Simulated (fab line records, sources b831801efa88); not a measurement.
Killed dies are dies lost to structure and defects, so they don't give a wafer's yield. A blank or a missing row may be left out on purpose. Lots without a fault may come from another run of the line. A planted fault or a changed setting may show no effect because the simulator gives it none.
Which tool did it? | flow gf180mcu | 14 lots, 42 wafers sampled, at 5 steps of a route of 602

WHAT THE GAUGES READ, wafer by wafer
GF_HV_LDD_CD_MEAS_46: target cd 400 nm.
lot  | measured     | on        | cd_nm (nm)
L330 | day 12 04:28 | cd_sem-02 | 401.4 400.4 402.3
L331 | day 12 18:09 | cd_sem-01 | 398.7 397.7 398.2
L333 | day 13 07:34 | cd_sem-01 | 401.4 401.4 400.7
L334 | day 14 00:08 | cd_sem-01 | 398.2 400.6 398.2
L335 | day 14 07:00 | cd_sem-01 | 400.6 399.5 402.1
L337 | day 15 01:03 | cd_sem-02 | 399.1 399.4 397.5
L338 | day 15 04:07 | cd_sem-02 | 401.8 399.5 400.6
L339 | day 15 10:18 | cd_sem-01 | 399.7 400.7 399.8
L348 | day 18 12:06 | cd_sem-01 | 402.3 403.0 401.0
L349 | day 18 21:10 | cd_sem-02 | 406.7 404.9 403.2
L350 | day 19 03:22 | cd_sem-02 | 400.7 401.6 403.3
L351 | day 19 11:08 | cd_sem-01 | 399.6 400.1 399.5
L352 | day 19 15:07 | cd_sem-02 | 399.6 398.3 398.5
L353 | day 20 01:54 | cd_sem-02 | 398.2 398.3 398.7

GF_PSD_TW_MEAS_11.
lot  | measured     | on            | PSD_TW
L330 | day 13 23:20 | film_metro-01 | 3196 3198 3199
L331 | day 14 15:54 | film_metro-03 | 3178 3197 3167
L333 | day 15 04:16 | film_metro-03 | 3155 3151 3164
L334 | day 15 22:26 | film_metro-02 | 3188 3170 3181
L335 | day 16 06:38 | film_metro-01 | 3217 3195 3202
L337 | day 17 01:21 | film_metro-03 | 3153 3161 3149
L338 | day 17 03:58 | film_metro-03 | 30 30 30
L339 | day 17 11:20 | film_metro-03 | 30 30 30
L348 | day 20 16:17 | film_metro-02 | 3158 3160 3166
L349 | day 21 01:30 | film_metro-02 | 3183 3180 3185
L350 | day 21 07:47 | film_metro-02 | 3198 3193 3189
L351 | day 21 16:16 | film_metro-01 | 3190 3201 3187
L352 | day 21 19:46 | film_metro-01 | 3176 3183 3188
L353 | day 22 04:28 | film_metro-03 | 3185 3178 3181

GF_SAB_THK_MEAS_01.
lot  | measured     | on            | SAB_CVD_00_THK (nm)
L330 | day 13 23:47 | film_metro-01 | 49.6 50.1 51.0
L331 | day 14 16:22 | film_metro-01 | 49.6 50.1 49.7
L333 | day 15 04:43 | film_metro-02 | 50.0 49.2 50.7
L334 | day 15 22:54 | film_metro-04 | 48.6 49.9 50.6
L335 | day 16 07:05 | film_metro-01 | 49.1 50.2 49.9
L337 | day 17 01:49 | film_metro-02 | 49.8 50.1 51.1
L338 | day 17 04:31 | film_metro-02 | 50.1 49.5 50.2
L339 | day 17 11:47 | film_metro-01 | 48.9 49.6 50.1
L348 | day 20 16:49 | film_metro-01 | 48.8 49.7 50.5
L349 | day 21 01:57 | film_metro-04 | 50.4 51.6 51.4
L350 | day 21 08:14 | film_metro-04 | 49.8 50.5 50.6
L351 | day 21 16:43 | film_metro-02 | 49.3 49.2 49.4
L352 | day 21 20:14 | film_metro-04 | 49.6 50.3 51.0
L353 | day 22 04:58 | film_metro-04 | 50.0 49.8 50.6

WHICH TOOL RAN EACH LOT (tool, then ch and the chambers of the sampled wafers, then the start)
lot  | GF_NSD_STRIP_11                      | GF_PSD_STRIP_10
L330 | plasma_asher-03 ch 0,1, day 13 02:54 | plasma_asher-02 ch 0,1, day 13 23:15
L331 | plasma_asher-04 ch 0,1, day 13 19:28 | plasma_asher-02 ch 0,1, day 14 15:49
L333 | plasma_asher-03 ch 0,1, day 14 07:10 | plasma_asher-03 ch 0,1, day 15 04:10
L334 | plasma_asher-03 ch 0,1, day 15 00:25 | plasma_asher-02 ch 0,1, day 15 22:20
L335 | plasma_asher-03 ch 0,1, day 15 08:22 | plasma_asher-03 ch 0,1, day 16 06:32
L337 | plasma_asher-04 ch 0,1, day 16 02:52 | plasma_asher-01 ch 0,1, day 17 01:16
L338 | plasma_asher-04 ch 0,1, day 16 05:20 | plasma_asher-03 ch 0,1, day 17 03:52
L339 | plasma_asher-03 ch 0,1, day 16 13:11 | plasma_asher-01 ch 0,1, day 17 11:14
L348 | plasma_asher-03 ch 0,1, day 19 16:01 | plasma_asher-03 ch 0,1, day 20 16:11
L349 | plasma_asher-02 ch 0,1, day 20 00:36 | plasma_asher-02 ch 0,1, day 21 01:25
L350 | plasma_asher-04 ch 0,1, day 20 07:13 | plasma_asher-03 ch 0,1, day 21 07:41
L351 | plasma_asher-03 ch 0,1, day 20 15:10 | plasma_asher-02 ch 0,1, day 21 16:10
L352 | plasma_asher-04 ch 0,1, day 20 18:52 | plasma_asher-03 ch 0,1, day 21 19:40
L353 | plasma_asher-03 ch 0,1, day 21 04:50 | plasma_asher-01 ch 0,1, day 22 04:22
- GF_NSD_STRIP_11: strips in O2/N2.
- GF_PSD_STRIP_10: strips in O2/N2.

WHAT THE TOOLS THEMSELVES READ (means of the sampled wafers that have a number; where no wafer has one, the mark that the record gives instead)
GF_NSD_STRIP_11.
lot  | tool            | chamber_pressure_mTorr (mTorr) | drypump_motor_current_A (A) | heater_power_w (W) | n2_flow_sccm (sccm) | oes_product_au (a.u.) | strip_time_to_endpoint_s (s)
L330 | plasma_asher-03 | 1499.5                         | 5.6                         | 295                | 299.0               | 0.488                 | 22.94
L331 | plasma_asher-04 | 1498.8                         | 5.3                         | 339                | 300.2               | 0.490                 | 22.90
L333 | plasma_asher-03 | 1499.7                         | 5.6                         | 297                | 299.5               | 0.490                 | 22.94
L334 | plasma_asher-03 | 1499.0                         | 5.2                         | 317                | 298.4               | 0.484                 | 22.88
L335 | plasma_asher-03 | 1500.8                         | 5.6                         | 299                | 300.5               | 0.487                 | 22.93
L337 | plasma_asher-04 | 1499.3                         | 5.1                         | 332                | 299.8               | 0.489                 | 22.92
L338 | plasma_asher-04 | -                              | -                           | -                  | -                   | -                     | -
L339 | plasma_asher-03 | -                              | -                           | -                  | -                   | -                     | -
L348 | plasma_asher-03 | 1500.6                         | 5.6                         | 298                | 299.5               | 0.488                 | 22.95
L349 | plasma_asher-02 | 1500.3                         | 5.8                         | 334                | 300.1               | 0.486                 | 22.93
L350 | plasma_asher-04 | 1499.1                         | 5.1                         | 333                | 300.3               | 0.483                 | 22.98
L351 | plasma_asher-03 | 1501.1                         | 5.2                         | 321                | 299.1               | 0.485                 | 22.93
L352 | plasma_asher-04 | 1499.1                         | 5.2                         | 341                | 299.4               | 0.488                 | 22.89
L353 | plasma_asher-03 | 1500.5                         | 5.6                         | 299                | 300.4               | 0.487                 | 22.95

GF_PSD_STRIP_10.
lot  | tool            | chamber_pressure_mTorr (mTorr) | drypump_motor_current_A (A) | heater_power_w (W) | n2_flow_sccm (sccm) | oes_product_au (a.u.) | strip_time_to_endpoint_s (s)
L330 | plasma_asher-02 | 1499.6                         | 5.7                         | 322                | 298.7               | 0.592                 | 16.55
L331 | plasma_asher-02 | 1499.0                         | 5.8                         | 335                | 299.6               | 0.592                 | 16.50
L333 | plasma_asher-03 | 1502.2                         | 5.2                         | 318                | 298.9               | 0.591                 | 16.53
L334 | plasma_asher-02 | 1500.6                         | 5.7                         | 320                | 300.8               | 0.589                 | 16.49
L335 | plasma_asher-03 | 1498.5                         | 5.6                         | 297                | 299.9               | 0.592                 | 16.55
L337 | plasma_asher-01 | 1500.8                         | 5.8                         | 318                | 300.5               | 0.591                 | 16.52
L338 | plasma_asher-03 | 1501.1                         | 5.6                         | 301                | 300.3               | 0.655                 | 31.48
L339 | plasma_asher-01 | 1499.1                         | 5.8                         | 319                | 299.3               | 0.655                 | 31.50
L348 | plasma_asher-03 | 1500.3                         | 5.3                         | 312                | 299.7               | 0.592                 | 16.54
L349 | plasma_asher-02 | 1500.7                         | 5.8                         | 333                | 299.5               | 0.590                 | 16.50
L350 | plasma_asher-03 | 1499.9                         | 5.6                         | 296                | 300.6               | 0.596                 | 16.51
L351 | plasma_asher-02 | 1501.3                         | 5.8                         | 336                | 300.6               | 0.592                 | 16.51
L352 | plasma_asher-03 | 1499.7                         | 5.3                         | 316                | 299.5               | 0.590                 | 16.60
L353 | plasma_asher-01 | 1502.5                         | 5.8                         | 307                | 299.8               | 0.591                 | 16.53

THE ANSWER, worked out from the rows above alone
Rule: what is usual is taken from the lots themselves. Put in order of their means at a reading, lots are off if they are a third of the lots or fewer, leave a main group of 4 or more, and stand apart from it by a gap of 3 or more times the standard deviation of the main group's means; of several such gaps the widest counts. A main group whose means are all the same, to the digits that the tables above print for the reading, isn't used. A lot without any number at a reading at which 4 lots or more have one is off too. The other lots that the step has rows for count as sound. The gauges are gone through in route order, then the tools' own readings, and for those a lot's mean is taken as printed above. The first step at which some lot is off is used, and at that step the reading that is off furthest; a lot without a number counts as furthest.
Off: L338, L339, at GF_PSD_TW_MEAS_11 (PSD_TW). The main group: mean 3181, standard deviation 15.
A tool fits if, at a process step before that reading, it ran every lot that is off, and no sound lot after the first of them. The gauges at GF_PSD_TW_MEAS_11 aren't tried: what is off there is off at GF_NSD_STRIP_11 too, on other tools, and a gauge's error can't cause that. None of those tried fits.

WHAT THE SIMULATOR HAD PUT IN
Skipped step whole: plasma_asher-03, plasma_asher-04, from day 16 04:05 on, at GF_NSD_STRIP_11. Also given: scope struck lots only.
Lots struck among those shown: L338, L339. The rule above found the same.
